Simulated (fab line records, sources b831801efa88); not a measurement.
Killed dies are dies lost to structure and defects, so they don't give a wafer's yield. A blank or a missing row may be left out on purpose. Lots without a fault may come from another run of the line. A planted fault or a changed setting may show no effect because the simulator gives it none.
fab line records | flow gf180mcu
record lots=13 wafers=39 last_day=34
route steps=602 shown DNWELL@39 VT_IMPLANT@121 HV_LDD@228 SAB@277
lots that met no fault: from a run of the same line without faults
start_h: hours from the record's first day to the start of the lot's first wafer shown | wait_h: hours since the lot's step before | " the same as in the row above | L1.1+2: a row that stands for several wafers | - no value, or no start given | * or withheld: withheld | < > ~ a bound
route shown NAME@n: a module of which the file shows steps, and the number in the route of the first | usual: mean/standard deviation of fault-free wafers | same: alike in all rows | chamber/n: place in a boat | sites: the reading at each site | _std_site: their standard deviation | _edge_site: outer sites' mean less inner sites' | radius_mm: how far each site lies from the wafer's centre | mask NAME#n: copy n | behind: the tool/chamber that last shaped the wafer | hold: why the lot was held/for how many hours/how that ended | device: the transistor (n, p or np) that didn't switch | end of line: the same wafers' tests at the end of the route | a step without rows: its recipe alone | killed: dies lost to structure and defects at the first sort, not the wafer's yield | map: a wafer's dies, x killed, . not, _ none there
set.NAME: the setting as run; set.NAME@STEP: as run at that earlier step | model.NAME: the simulator's own value behind a step, which no gauge read
steps of the route over a sample of lots; a table a step, a row a wafer
services: from which hour (start_h, from the record's first day; less than 0 if before it) a tool's chamber was out of use, for how many hours, and why
## steps
# step GF_DNWELL_IMPLANT_07
# recipe species=P energy_kev=1500 dose_cm2=1e+13 tilt_deg=0
# usual beam_energy_keV=1499.9/0.44
# columns lot.wafer tool chamber start_h wait_h beam_energy_keV
L217.1 implanter-02 0 43.19 - 1499.8
L217.3 " 0 " " 1499.9
L217.5 " 0 " " 1499.3
L219.3 implanter-04 0 53.76 - 1499.6
L219.5 " 0 " " 1499.2
L219.6 " 0 " " 1500.3
L220.1 implanter-02 0 58.23 - 1500.0
L220.3 " 0 " " 1500.5
L220.5 " 0 " " 1500.4
L221.2 implanter-02 0 67.07 - 1499.9
L221.3 " 0 " " 1499.7
L221.6 " 0 " " 1500.8
L225.2 implanter-02 0 86.01 - 1500.3
L225.5 " 0 " " 1500.2
L225.6 " 0 " " 1500.5
L226.3 implanter-02 0 89.09 - 1359.6
L226.4 " 0 " " 1359.6
L226.6 " 0 " " 1359.0
L228.2 implanter-02 0 103.97 - 1359.3
L228.3 " 0 " " 1358.7
L228.6 " 0 " " 1358.6
L229.1 implanter-04 0 108.03 - 1499.0
L229.2 " 0 " " 1499.7
L229.5 " 0 " " 1499.8
L230.1 implanter-02 0 112.53 - 1358.6
L230.4 " 0 " " 1358.2
L230.5 " 0 " " 1358.4
L231.1 implanter-01 0 116.66 - 1499.8
L231.4 " 0 " " 1499.8
L231.5 " 0 " " 1499.7
L234.2 implanter-01 0 132.28 - 1500.1
L234.4 " 0 " " 1499.8
L234.5 " 0 " " 1500.3
L237.2 implanter-01 0 150.02 - 1499.3
L237.4 " 0 " " 1500.1
L237.5 " 0 " " 1500.1
L240.4 implanter-01 0 163.77 - 1500.1
L240.5 " 0 " " 1500.1
L240.6 " 0 " " 1499.7
# step GF_VT_IMPLANT_STRIP_31
# recipe chemistry=O2/N2 power_w=1400 pressure_mtorr=1500 platen_temp_c=250 o2_flow_sccm=3000 n2_flow_sccm=300 overash_fraction=0.5
# usual drypump_motor_current_A=5.74/0.27 heater_power_w=363/21 oes_product_au=0.715/0.0047 strip_time_to_endpoint_s=12.63/0.034
# columns lot.wafer tool chamber start_h wait_h drypump_motor_current_A heater_power_w oes_product_au rf_hours_counter_h strip_time_to_endpoint_s
L217.1 plasma_asher-04 1 142.19 0.1 5.59 359 0.716 2 12.58
L217.3 " 0 " " 5.72 409 0.723 - 12.58
L217.5 " 1 " " 5.58 358 0.712 - 12.60
L219.3 plasma_asher-02 1 156.20 0.1 6.03 338 0.716 - 12.57
L219.5 " 0 " " 5.39 360 0.713 - 12.60
L219.6 " 1 " " 6.07 332 0.718 - 12.58
L220.1 plasma_asher-02 0 159.42 0.1 5.41 359 0.714 37 12.58
L220.3 " 1 " " 6.07 328 0.717 - 12.58
L220.5 " 0 " " 5.40 361 0.721 - 12.62
L221.2 plasma_asher-02 1 170.79 0.1 6.07 340 0.715 39 12.60
L221.3 " 0 " " 5.42 367 0.717 - 12.58
L221.6 " 1 " " 6.07 335 0.713 - 12.62
L225.2 plasma_asher-02 0 193.99 0.1 5.40 361 0.713 41 12.66
L225.5 " 0 " " 5.37 365 0.721 - 12.71
L225.6 " 1 " " 6.05 334 0.717 - 12.64
L226.3 plasma_asher-03 1 199.14 0.1 6.07 365 0.721 - 12.62
L226.4 " 0 " " 5.62 363 0.709 - 12.64
L226.6 " 0 " " 5.64 379 0.712 - 12.64
L228.2 plasma_asher-03 0 217.14 0.1 5.57 361 0.703 60 12.64
L228.3 " 1 " " 6.10 366 0.715 - 12.62
L228.6 " 0 " " 5.58 369 0.725 - 12.61
L229.1 plasma_asher-02 0 220.99 0.1 5.41 374 0.710 44 12.59
L229.2 " 1 " " 6.05 343 0.713 44 12.59
L229.5 " 1 " " 6.06 335 0.716 - 12.57
L230.1 plasma_asher-02 0 226.56 0.1 5.37 361 0.720 45 12.63
L230.4 " 1 " " 6.10 345 0.723 - 12.65
L230.5 " 0 " " 5.38 360 0.708 - 12.63
L231.1 plasma_asher-03 1 232.81 0.1 6.09 357 0.718 61 12.73
L231.4 " 1 " " 6.05 365 0.716 - 12.67
L231.5 " 1 " " 6.07 366 0.716 - 12.68
L234.2 plasma_asher-02 0 251.91 0.1 5.42 376 0.719 47 12.63
L234.4 " 0 " " 5.41 364 0.714 - 12.64
L234.5 " 1 " " 6.08 336 0.720 - 12.66
L237.2 plasma_asher-03 0 274.89 0.1 5.54 368 0.723 66 12.56
L237.4 " 1 " " 6.09 346 0.716 - 12.59
L237.5 " 0 " " 5.56 360 0.719 - 12.55
L240.4 plasma_asher-04 1 289.54 0.1 5.59 358 0.717 - 12.62
L240.5 " 1 " " 5.61 366 0.713 - 12.63
L240.6 " 0 " " 5.70 412 0.710 - 12.62
# step GF_HV_LDD_RTA_52
# recipe temp_c=1000 time_s=10 ambient=N2
# usual anneal_temp_c_max=1004.9/1.5 lamp_power_pct=35.9/0.61 wafer_temp_C_max=1003.6/0.78
# columns lot.wafer tool chamber start_h wait_h anneal_temp_c_max lamp_power_pct wafer_temp_C_max
L217.1 rtp_anneal-01 0 274.03 0.0 1002.3 36.3 1003.4
L217.3 " 0 " " 1005.8 36.4 1002.4
L217.5 " 0 " " 1003.1 36.4 1003.8
L219.3 rtp_anneal-02 0 290.07 0.0 1006.4 35.2 1003.6
L219.5 " 0 " " 1005.2 35.1 1003.2
L219.6 " 0 " " 1006.9 35.1 1002.4
L220.1 rtp_anneal-01 0 293.44 0.0 1003.2 36.4 1002.9
L220.3 " 0 " " 1003.6 36.4 1003.7
L220.5 " 0 " " 1003.2 36.4 1003.5
L221.2 rtp_anneal-01 0 305.88 0.0 1004.2 36.4 1002.8
L221.3 " 0 " " 1005.0 36.4 1004.7
L221.6 " 0 " " 1004.9 36.4 1004.2
L225.2 rtp_anneal-01 0 336.73 0.0 1002.6 36.3 1003.9
L225.5 " 0 " " 1003.8 36.4 1004.7
L225.6 " 0 " " 1005.0 36.4 1002.8
L226.3 rtp_anneal-02 0 345.31 0.0 1007.5 35.1 1004.1
L226.4 " 0 " " 1004.6 35.2 1003.4
L226.6 " 0 " " 1006.1 35.0 1004.0
L228.2 rtp_anneal-02 0 364.71 0.0 1007.1 35.1 1005.2
L228.3 " 0 " " 1005.8 35.1 1003.7
L228.6 " 0 " " 1005.5 35.1 1003.4
L229.1 rtp_anneal-01 0 372.89 0.0 1004.3 36.4 1002.9
L229.2 " 0 " " 1004.5 36.4 1003.4
L229.5 " 0 " " 1004.7 36.4 1004.0
L230.1 rtp_anneal-02 0 378.65 0.0 1005.1 35.2 1003.3
L230.4 " 0 " " 1007.0 35.1 1003.1
L230.5 " 0 " " 1006.8 35.2 1003.7
L231.1 rtp_anneal-02 0 385.64 0.0 1006.0 35.2 1004.2
L231.4 " 0 " " 1007.6 35.2 1002.4
L231.5 " 0 " " 1008.3 35.2 1002.5
L234.2 rtp_anneal-02 0 407.30 0.0 1008.0 35.2 1003.8
L234.4 " 0 " " 1007.3 35.1 1003.2
L234.5 " 0 " " 1006.8 35.1 1004.0
L237.2 rtp_anneal-01 0 436.03 0.0 1004.0 36.4 1003.4
L237.4 " 0 " " 1003.8 36.4 1005.4
L237.5 " 0 " " 1004.5 36.4 1002.7
L240.4 rtp_anneal-01 0 455.35 0.0 1003.0 36.4 1003.8
L240.5 " 0 " " 1002.9 36.4 1002.9
L240.6 " 0 " " 1004.3 36.4 1003.8
# step GF_SAB_STRIP_13
# recipe chemistry=O2/N2 power_w=1400 pressure_mtorr=1500 platen_temp_c=250 o2_flow_sccm=3000 n2_flow_sccm=300 overash_fraction=0.5
# usual drypump_motor_current_A=5.63/0.3 heater_power_w=361/25 oes_product_au=0.710/0.0044 strip_time_to_endpoint_s=12.61/0.036
# columns lot.wafer tool chamber start_h wait_h drypump_motor_current_A heater_power_w oes_product_au rf_hours_counter_h strip_time_to_endpoint_s
L217.1 plasma_asher-01 0 338.32 0.0 5.10 343 0.707 62 12.62
L217.3 " 0 " " 5.08 342 0.706 - 12.64
L217.5 " 1 " " 5.72 335 0.714 - 12.62
L219.3 plasma_asher-03 1 357.38 0.0 6.10 354 0.712 - 12.63
L219.5 " 1 " " 6.07 358 0.709 - 12.62
L219.6 " 0 " " 5.59 374 0.708 - 12.65
L220.1 plasma_asher-04 0 359.63 0.0 5.72 405 0.706 24 12.60
L220.3 " 1 " " 5.59 366 0.713 - 12.66
L220.5 " 1 " " 5.60 362 0.709 - 12.60
L221.2 plasma_asher-01 1 375.23 0.0 5.74 329 0.709 66 12.63
L221.3 " 0 " " 5.11 348 0.714 - 12.63
L221.6 " 0 " " 5.06 340 0.714 - 12.63
L225.2 plasma_asher-04 0 408.13 0.0 5.71 409 0.709 29 12.66
L225.5 " 0 " " 5.69 406 0.713 - 12.63
L225.6 " 1 " " 5.59 351 0.705 - 12.64
L226.3 plasma_asher-01 1 417.67 0.0 5.74 333 0.713 - 12.59
L226.4 " 0 " " 5.09 354 0.704 - 12.59
L226.6 " 1 " " 5.72 338 0.703 - 12.61
L228.2 plasma_asher-03 0 438.99 0.0 5.60 368 0.717 84 12.63
L228.3 " 0 " " 5.57 364 0.705 - 12.55
L228.6 " 1 " " 6.07 353 0.711 - 12.56
L229.1 plasma_asher-01 0 447.83 0.0 5.08 349 0.720 1 12.56
L229.2 " 1 " " 5.74 329 0.716 1 12.59
L229.5 " 1 " " 5.72 331 0.723 - 12.56
L230.1 plasma_asher-03 0 454.09 0.0 5.55 361 0.715 86 12.57
L230.4 " 0 " " 5.60 361 0.712 - 12.55
L230.5 " 0 " " 5.54 361 0.706 - 12.56
L231.1 plasma_asher-03 1 461.54 0.0 6.10 362 0.712 87 12.61
L231.4 " 1 " " 6.08 357 0.709 - 12.61
L231.5 " 0 " " 5.62 373 0.705 - 12.64
L234.2 plasma_asher-03 1 484.03 0.0 6.06 357 0.706 89 12.57
L234.4 " 0 " " 5.60 363 0.716 - 12.57
L234.5 " 1 " " 6.09 349 0.707 - 12.62
L237.2 plasma_asher-04 0 511.49 0.0 5.72 403 0.711 39 12.58
L237.4 " 1 " " 5.58 359 0.711 - 12.58
L237.5 " 0 " " 5.72 426 0.707 - 12.57
L240.4 plasma_asher-04 0 529.98 0.0 5.70 405 0.709 - 12.57
L240.5 " 1 " " 5.58 362 0.709 - 12.58
L240.6 " 0 " " 5.72 404 0.711 - 12.61
## services
# columns tool chamber start_h hours kind
implanter-02 - 21.25 1.2 repair
implanter-02 - 25.69 6.5 pm
plasma_asher-02 - 73.85 14.6 pm
plasma_asher-04 - 108.52 2.8 pm
plasma_asher-04 - 111.27 9.0 pm
plasma_asher-04 - 156.15 3.7 repair
plasma_asher-02 - 159.81 2.4 repair
implanter-02 - 162.39 4.5 pm
implanter-02 - 232.30 3.4 repair
plasma_asher-04 - 241.35 14.6 pm
implanter-02 - 251.22 6.6 repair
implanter-02 - 274.72 1.5 repair
implanter-02 - 278.55 4.1 pm
plasma_asher-04 - 284.80 1.0 repair
implanter-02 - 361.64 1.4 repair
plasma_asher-02 - 373.79 15.6 pm
plasma_asher-04 - 390.33 6.0 repair
plasma_asher-04 - 419.78 1.6 repair
implanter-02 - 435.73 22.9 repair
rtp_anneal-02 - 443.51 2.6 pm
plasma_asher-04 - 443.71 0.8 repair
plasma_asher-04 - 464.90 2.2 repair
plasma_asher-04 - 477.96 4.3 pm
plasma_asher-02 - 518.51 1.8 repair
## key
first_sign step=GF_DNWELL_IMPLANT_07 reading=beam_energy_keV direction=down sigmas=99+ usual=1499.9 struck=1358.9
effect none on later readings
met_at GF_DNWELL_IMPLANT_07
struck_lots L226,L228,L230
tester_left_out L226,L228,L230
not_acting_at GF_VT_IMPLANT_STRIP_31,GF_HV_LDD_RTA_52,GF_SAB_STRIP_13
onset_between 86.01 89.09
fault kind=process_parameter_drift tool=implanter-02 chamber=- onset_h=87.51 steps=GF_DNWELL_IMPLANT_07 channel=energy_kev offset=-141.19 shape=step end_h=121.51 acts_in=these_recipes_only stated=1500
# tester_left_out: of these lots the tester's yield and bins aren't shown, on N5 and GAA mostly nor the transistor test; their killed dies are dies lost to structure and defects alone, not to doping, threshold or leakage, so they don't give the yield
